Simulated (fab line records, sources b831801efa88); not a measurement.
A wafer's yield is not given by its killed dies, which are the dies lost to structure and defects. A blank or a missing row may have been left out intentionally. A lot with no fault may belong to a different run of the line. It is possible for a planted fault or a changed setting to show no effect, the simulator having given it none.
The tool behind it: which one? || flow sky130 || 12 lots, 36 wafers sampled, at 5 steps of a route of 708

WHAT THE GAUGES SHOWED, per wafer
SKY_FIELD_ISO_CD_MEAS_13: target cd 150 nm. Usual: cdNm 149.8 nm, standard deviation 1.4.
{"lot": "L767", "measured": "day 2 07:15", "on": "cdSem-01", "cdNm (nm)": "152.0 151.4 152.1", "flag": ""}
{"lot": "L768", "measured": "day 2 08:47", "on": "cdSem-01", "cdNm (nm)": "148.3 147.8 147.8", "flag": ""}
{"lot": "L770", "measured": "day 2 20:26", "on": "cdSem-02", "cdNm (nm)": "150.9 151.9 150.9", "flag": ""}
{"lot": "L769", "measured": "day 2 20:39", "on": "cdSem-02", "cdNm (nm)": "149.6 149.2 148.8", "flag": ""}
{"lot": "L772", "measured": "day 3 04:20", "on": "cdSem-02", "cdNm (nm)": "149.3 149.2 149.8", "flag": ""}
{"lot": "L771", "measured": "day 3 04:32", "on": "cdSem-01", "cdNm (nm)": "152.5 150.7 149.6", "flag": ""}
{"lot": "L773", "measured": "day 3 12:34", "on": "cdSem-01", "cdNm (nm)": "148.5 148.7 149.4", "flag": ""}
{"lot": "L775", "measured": "day 3 22:58", "on": "cdSem-01", "cdNm (nm)": "150.2 149.7 150.1", "flag": ""}
{"lot": "L777", "measured": "day 4 08:47", "on": "cdSem-01", "cdNm (nm)": "151.2 151.1 95.9", "flag": "OFF"}
{"lot": "L780", "measured": "day 5 02:10", "on": "cdSem-01", "cdNm (nm)": "93.2 148.5 91.9", "flag": "OFF"}
{"lot": "L788", "measured": "day 6 19:59", "on": "cdSem-01", "cdNm (nm)": "150.6 150.6 150.3", "flag": ""}
{"lot": "L790", "measured": "day 7 03:00", "on": "cdSem-01", "cdNm (nm)": "147.2 146.6 147.9", "flag": ""}

SKY_VT_ADJUST_HVTP_TW_MEAS_11. Usual: VT_ADJUST_HVTP_TW typically reads 1362, with standard deviation 6.5.
{"lot": "L767", "measured": "day 6 14:17", "on": "filmMetro-03", "VT_ADJUST_HVTP_TW": "1363 1369 1362", "flag": ""}
{"lot": "L768", "measured": "day 6 13:49", "on": "filmMetro-01", "VT_ADJUST_HVTP_TW": "1375 1372 1373", "flag": ""}
{"lot": "L770", "measured": "day 6 22:54", "on": "filmMetro-03", "VT_ADJUST_HVTP_TW": "1371 1371 1362", "flag": ""}
{"lot": "L769", "measured": "day 6 22:37", "on": "filmMetro-01", "VT_ADJUST_HVTP_TW": "1370 1366 1359", "flag": ""}
{"lot": "L772", "measured": "day 7 05:25", "on": "filmMetro-03", "VT_ADJUST_HVTP_TW": "1357 1360 1352", "flag": ""}
{"lot": "L771", "measured": "day 7 04:22", "on": "filmMetro-03", "VT_ADJUST_HVTP_TW": "1359 1354 1359", "flag": ""}
{"lot": "L773", "measured": "day 7 17:30", "on": "filmMetro-03", "VT_ADJUST_HVTP_TW": "1356 1351 1357", "flag": ""}
{"lot": "L775", "measured": "day 8 02:47", "on": "filmMetro-01", "VT_ADJUST_HVTP_TW": "1360 1363 1365", "flag": ""}
{"lot": "L777", "measured": "day 8 18:45", "on": "filmMetro-03", "VT_ADJUST_HVTP_TW": "1362 1359", "flag": ""}
{"lot": "L780", "measured": "day 9 11:55", "on": "filmMetro-01", "VT_ADJUST_HVTP_TW": 1366, "flag": ""}
{"lot": "L788", "measured": "day 11 16:32", "on": "filmMetro-03", "VT_ADJUST_HVTP_TW": "1361 1352 1355", "flag": ""}
{"lot": "L790", "measured": "day 12 00:22", "on": "filmMetro-01", "VT_ADJUST_HVTP_TW": "1351 1355 1354", "flag": ""}

SKY_VT_ADJUST_NCORE_TW_MEAS_11. Usual: VT_ADJUST_NCORE_TW typically reads 218.2, with standard deviation 1.5.
{"lot": "L767", "measured": "day 9 03:32", "on": "filmMetro-02", "VT_ADJUST_NCORE_TW": "216.3 217.0 216.9", "flag": ""}
{"lot": "L768", "measured": "day 9 01:58", "on": "filmMetro-02", "VT_ADJUST_NCORE_TW": "216.8 216.3 216.9", "flag": ""}
{"lot": "L770", "measured": "day 9 12:24", "on": "filmMetro-02", "VT_ADJUST_NCORE_TW": "217.6 216.7 217.1", "flag": ""}
{"lot": "L769", "measured": "day 9 11:55", "on": "filmMetro-02", "VT_ADJUST_NCORE_TW": "217.0 215.5 217.1", "flag": ""}
{"lot": "L772", "measured": "day 9 19:33", "on": "filmMetro-02", "VT_ADJUST_NCORE_TW": "216.0 216.9 217.2", "flag": ""}
{"lot": "L771", "measured": "day 9 18:53", "on": "filmMetro-02", "VT_ADJUST_NCORE_TW": "217.2 216.7 217.0", "flag": ""}
{"lot": "L773", "measured": "day 10 10:13", "on": "filmMetro-01", "VT_ADJUST_NCORE_TW": "220.2 221.7 220.1", "flag": ""}
{"lot": "L775", "measured": "day 10 19:48", "on": "filmMetro-02", "VT_ADJUST_NCORE_TW": "218.3 218.9 219.5", "flag": ""}
{"lot": "L777", "measured": "day 11 15:57", "on": "filmMetro-01", "VT_ADJUST_NCORE_TW": "219.8 219.9", "flag": ""}
{"lot": "L780", "measured": "day 12 07:48", "on": "filmMetro-01", "VT_ADJUST_NCORE_TW": 219.2, "flag": ""}
{"lot": "L788", "measured": "day 14 19:59", "on": "filmMetro-02", "VT_ADJUST_NCORE_TW": "217.4 215.6 215.0", "flag": ""}
{"lot": "L790", "measured": "day 15 03:57", "on": "filmMetro-01", "VT_ADJUST_NCORE_TW": "218.5 219.3 218.3", "flag": ""}

EACH LOT AND THE TOOL THAT RAN IT (in order: tool; ch and the chambers of the sampled wafers; start)
{"lot": "L767", "SKY_FIELD_ISO_EXPOSE_10": "krfScanner-01 ch 0, day 2 01:32", "SKY_PWDE_STRIP_09": "plasmaAsher-04 ch 0,1, day 4 06:47"}
{"lot": "L768", "SKY_FIELD_ISO_EXPOSE_10": "krfScanner-01 ch 0, day 2 03:05", "SKY_PWDE_STRIP_09": "plasmaAsher-02 ch 0,1, day 4 06:34"}
{"lot": "L770", "SKY_FIELD_ISO_EXPOSE_10": "krfScanner-02 ch 0, day 2 14:04", "SKY_PWDE_STRIP_09": "plasmaAsher-04 ch 0,1, day 4 14:50"}
{"lot": "L769", "SKY_FIELD_ISO_EXPOSE_10": "krfScanner-02 ch 0, day 2 14:13", "SKY_PWDE_STRIP_09": "plasmaAsher-02 ch 0,1, day 4 14:31"}
{"lot": "L772", "SKY_FIELD_ISO_EXPOSE_10": "krfScanner-02 ch 0, day 2 21:25", "SKY_PWDE_STRIP_09": "plasmaAsher-02 ch 0,1, day 4 20:21"}
{"lot": "L771", "SKY_FIELD_ISO_EXPOSE_10": "krfScanner-02 ch 0, day 2 21:35", "SKY_PWDE_STRIP_09": "plasmaAsher-01 ch 0,1, day 4 20:02"}
{"lot": "L773", "SKY_FIELD_ISO_EXPOSE_10": "krfScanner-01 ch 0, day 3 05:17", "SKY_PWDE_STRIP_09": "plasmaAsher-02 ch 0, day 5 07:42"}
{"lot": "L775", "SKY_FIELD_ISO_EXPOSE_10": "krfScanner-01 ch 0, day 3 14:46", "SKY_PWDE_STRIP_09": "plasmaAsher-04 ch 0,1, day 5 16:05"}
{"lot": "L777", "SKY_FIELD_ISO_EXPOSE_10": "krfScanner-01 ch 0, day 4 00:40", "SKY_PWDE_STRIP_09": "plasmaAsher-02 ch 0,1, day 6 05:23"}
{"lot": "L780", "SKY_FIELD_ISO_EXPOSE_10": "krfScanner-01 ch 0, day 4 17:25", "SKY_PWDE_STRIP_09": "plasmaAsher-01 ch 0, day 6 22:07"}
{"lot": "L788", "SKY_FIELD_ISO_EXPOSE_10": "krfScanner-02 ch 0, day 6 10:11", "SKY_PWDE_STRIP_09": "plasmaAsher-01 ch 0,1, day 8 18:26"}
{"lot": "L790", "SKY_FIELD_ISO_EXPOSE_10": "krfScanner-01 ch 0, day 6 18:22", "SKY_PWDE_STRIP_09": "plasmaAsher-01 ch 1, day 9 02:12"}
- SKY_FIELD_ISO_EXPOSE_10: exposes mask FOM, target cd 150 nm.
- SKY_PWDE_STRIP_09: strips in O2/N2.

AS READ BY THE TOOLS THEMSELVES (means over the sampled wafers that have a number; for cases with no such wafer, the mark the record gives instead)
SKY_FIELD_ISO_EXPOSE_10. Usual: stageVelMmS 500.02 mm/s, standard deviation 0.26.
{"lot": "L767", "tool": "krfScanner-01", "stageVelMmS (mm/s)": 500.06, "flag": ""}
{"lot": "L768", "tool": "krfScanner-01", "stageVelMmS (mm/s)": 499.73, "flag": ""}
{"lot": "L770", "tool": "krfScanner-02", "stageVelMmS (mm/s)": 499.92, "flag": ""}
{"lot": "L769", "tool": "krfScanner-02", "stageVelMmS (mm/s)": 499.89, "flag": ""}
{"lot": "L772", "tool": "krfScanner-02", "stageVelMmS (mm/s)": 499.89, "flag": ""}
{"lot": "L771", "tool": "krfScanner-02", "stageVelMmS (mm/s)": 500.05, "flag": ""}
{"lot": "L773", "tool": "krfScanner-01", "stageVelMmS (mm/s)": 499.90, "flag": ""}
{"lot": "L775", "tool": "krfScanner-01", "stageVelMmS (mm/s)": 500.17, "flag": ""}
{"lot": "L777", "tool": "krfScanner-01", "stageVelMmS (mm/s)": 499.66, "flag": ""}
{"lot": "L780", "tool": "krfScanner-01", "stageVelMmS (mm/s)": 500.19, "flag": ""}
{"lot": "L788", "tool": "krfScanner-02", "stageVelMmS (mm/s)": 499.70, "flag": ""}
{"lot": "L790", "tool": "krfScanner-01", "stageVelMmS (mm/s)": 499.94, "flag": ""}

SKY_PWDE_STRIP_09. Usual: drypumpMotorCurrentA 5.87 A, standard deviation 0.15; oesProductAu 0.723 a.u., standard deviation 0.0042; stripTimeToEndpointS 36.90 s, standard deviation 0.077.
{"lot": "L767", "tool": "plasmaAsher-04", "drypumpMotorCurrentA (A)": 5.94, "oesProductAu (a.u.)": 0.725, "stripTimeToEndpointS (s)": 36.79, "flag": ""}
{"lot": "L768", "tool": "plasmaAsher-02", "drypumpMotorCurrentA (A)": 5.77, "oesProductAu (a.u.)": 0.727, "stripTimeToEndpointS (s)": 36.80, "flag": ""}
{"lot": "L770", "tool": "plasmaAsher-04", "drypumpMotorCurrentA (A)": 5.86, "oesProductAu (a.u.)": 0.721, "stripTimeToEndpointS (s)": 37.01, "flag": ""}
{"lot": "L769", "tool": "plasmaAsher-02", "drypumpMotorCurrentA (A)": 5.77, "oesProductAu (a.u.)": 0.718, "stripTimeToEndpointS (s)": 37.02, "flag": ""}
{"lot": "L772", "tool": "plasmaAsher-02", "drypumpMotorCurrentA (A)": 5.82, "oesProductAu (a.u.)": 0.719, "stripTimeToEndpointS (s)": 36.87, "flag": ""}
{"lot": "L771", "tool": "plasmaAsher-01", "drypumpMotorCurrentA (A)": 6.03, "oesProductAu (a.u.)": 0.723, "stripTimeToEndpointS (s)": 36.97, "flag": ""}
{"lot": "L773", "tool": "plasmaAsher-02", "drypumpMotorCurrentA (A)": 5.84, "oesProductAu (a.u.)": 0.723, "stripTimeToEndpointS (s)": 36.91, "flag": ""}
{"lot": "L775", "tool": "plasmaAsher-04", "drypumpMotorCurrentA (A)": 5.95, "oesProductAu (a.u.)": 0.726, "stripTimeToEndpointS (s)": 36.83, "flag": ""}
{"lot": "L777", "tool": "plasmaAsher-02", "drypumpMotorCurrentA (A)": 5.78, "oesProductAu (a.u.)": 0.720, "stripTimeToEndpointS (s)": 36.94, "flag": ""}
{"lot": "L780", "tool": "plasmaAsher-01", "drypumpMotorCurrentA (A)": 5.90, "oesProductAu (a.u.)": 0.720, "stripTimeToEndpointS (s)": 36.85, "flag": ""}
{"lot": "L788", "tool": "plasmaAsher-01", "drypumpMotorCurrentA (A)": 6.12, "oesProductAu (a.u.)": 0.720, "stripTimeToEndpointS (s)": 36.87, "flag": ""}
{"lot": "L790", "tool": "plasmaAsher-01", "drypumpMotorCurrentA (A)": 6.22, "oesProductAu (a.u.)": 0.722, "stripTimeToEndpointS (s)": 36.91, "flag": ""}

THE ANSWER, worked out from the rows above alone
Rule: take the mean of a lot's wafers that have a number; if it is more than 3 standard deviations from the usual mean, the lot is off. Also off: a lot with no number at a reading for which 4 or more lots have one. The other lots that the step has rows for count as sound. The gauges are gone through in route order, then the tools' own readings, and for those a lot's mean is taken as printed above. At the first step where some lot is off, the reading lying furthest off is the one used; lots without a number count as furthest.
Off: L777, L780, at SKY_FIELD_ISO_CD_MEAS_13 (cdNm).
If a tool, at a process step before that reading, ran all the lots that are off and no sound lot after the first of them, it fits. The gauges at SKY_FIELD_ISO_CD_MEAS_13 are tried like those tools. No candidate that was tried fits.

WHAT THE SIMULATOR HAD INSERTED
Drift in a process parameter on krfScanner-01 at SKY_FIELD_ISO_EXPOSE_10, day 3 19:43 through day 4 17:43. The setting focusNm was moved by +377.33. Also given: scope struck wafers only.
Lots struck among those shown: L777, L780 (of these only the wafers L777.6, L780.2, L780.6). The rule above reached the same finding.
